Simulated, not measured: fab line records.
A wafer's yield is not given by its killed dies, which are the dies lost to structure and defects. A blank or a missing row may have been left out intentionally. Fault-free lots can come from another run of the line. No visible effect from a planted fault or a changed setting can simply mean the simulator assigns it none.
Which tool was responsible? || flow sky130 || at 1 step of a route of 708, 6 lots with 18 wafers sampled

## WHAT THE GAUGES SHOWED, per wafer
SKY_LDD_HVP_TW_MEAS_10.
{"lot": "L812", "measured": "day 22 19:29", "on": "film metro-02", "LDD_HVP_TW": "452 451 450"}
{"lot": "L816", "measured": "day 23 23:18", "on": "film metro-01", "LDD_HVP_TW": "458 459 460"}
{"lot": "L819", "measured": "day 25 01:28", "on": "film metro-02", "LDD_HVP_TW": "452 450 449"}
{"lot": "L821", "measured": "day 25 14:13", "on": "film metro-02", "LDD_HVP_TW": "451 452 453"}
{"lot": "L830", "measured": "day 28 11:09", "on": "film metro-04", "LDD_HVP_TW": "460 465 460"}
{"lot": "L833", "measured": "day 29 13:08", "on": "film metro-01", "LDD_HVP_TW": "460 459 461"}

## WHICH TOOL RAN EACH LOT (tool, then ch and the chambers of the sampled wafers, then the start)
There is no process step in the record ahead of these readings.

## THE ANSWER, worked out from the rows above alone
Rule: the lots themselves supply what counts as usual. The widest of any qualifying gaps counts: lots, ordered by their means at a reading, are off when they make up no more than a third of the lots, leave a main group of 4 or more, and stand apart from it by 3 or more times the standard deviation of that group's means. A main group whose means are all the same, to the digits that the tables above print for the reading, isn't used. Also off: a lot with no number at a reading for which 4 or more lots have one. Where the step has rows for the other lots, those lots are counted as sound.
Nothing can be told from this: no lot is off at any reading shown.

## WHAT THE SIMULATOR HAD PUT IN
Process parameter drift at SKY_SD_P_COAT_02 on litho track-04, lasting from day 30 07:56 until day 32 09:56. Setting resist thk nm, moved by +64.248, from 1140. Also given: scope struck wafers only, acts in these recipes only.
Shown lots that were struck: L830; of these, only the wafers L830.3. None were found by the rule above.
